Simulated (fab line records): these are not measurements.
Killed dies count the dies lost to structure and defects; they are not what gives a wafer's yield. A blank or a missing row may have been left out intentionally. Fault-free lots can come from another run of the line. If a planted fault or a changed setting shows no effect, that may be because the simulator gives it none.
Chamber matching    flow gf180mcu    rieDiel-03 running GF_V4_ETCH_16: 4 sister chambers
The step etches BARC in N2/H2. 8 wafers are shown with their chamber, then 7 later ones without.

WAFERS, EACH WITH ITS CHAMBER
wafer   chamber  drypumpMotorCurrentA (A)  oesProductAu (a.u.)
L168.2  0        5.9                       0.852
L168.6  1        5.7                       0.849
L169.6  1        5.7                       0.855
L170.2  3        5.9                       0.855
L170.3  0        5.9                       0.855
L170.6  2        5.7                       0.855
L172.1  2        5.6                       0.848
L172.2  3        5.9                       0.852

WAFERS WITHOUT THEIR CHAMBER
wafer   drypumpMotorCurrentA (A)  oesProductAu (a.u.)
L172.5  5.9                       0.856
L180.1  5.6                       0.860
L180.2  5.9                       0.851
L180.4  5.9                       0.854
L185.2  5.7                       0.853
L185.4  5.6                       0.863
L185.5  5.7                       0.844

WHICH CHAMBER EACH ONE RAN IN
wafer   from the rows above      in truth
L172.5  can't be placed: 0 or 3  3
L180.1  can't be placed: 2 or 1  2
L180.2  can't be placed: 0 or 3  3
L180.4  can't be placed: 0 or 3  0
L185.2  can't be placed: 1 or 2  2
L185.4  can't be placed: 2 or 1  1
L185.5  can't be placed: 1 or 2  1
Placed correctly: 0 of 7. Not placeable from these rows: 7 (in 7, the candidates include the true chamber). Wrongly placed: 0.
How it was worked out, from the rows above alone: a wafer's distance from a chamber is the root of the sum, over the readings, of the square of ((its reading less the chamber's mean) divided by the reading's scatter). The wafer belongs to the nearest chamber; if the next one is less than 2 further off, it can't be placed. For every chamber, the mean is computed from those of its wafers that are shown. How the scatter is found: for the shown wafers, subtract from each reading the mean of its chamber, square and add these, divide the total by (wafers less chambers), then take the root.
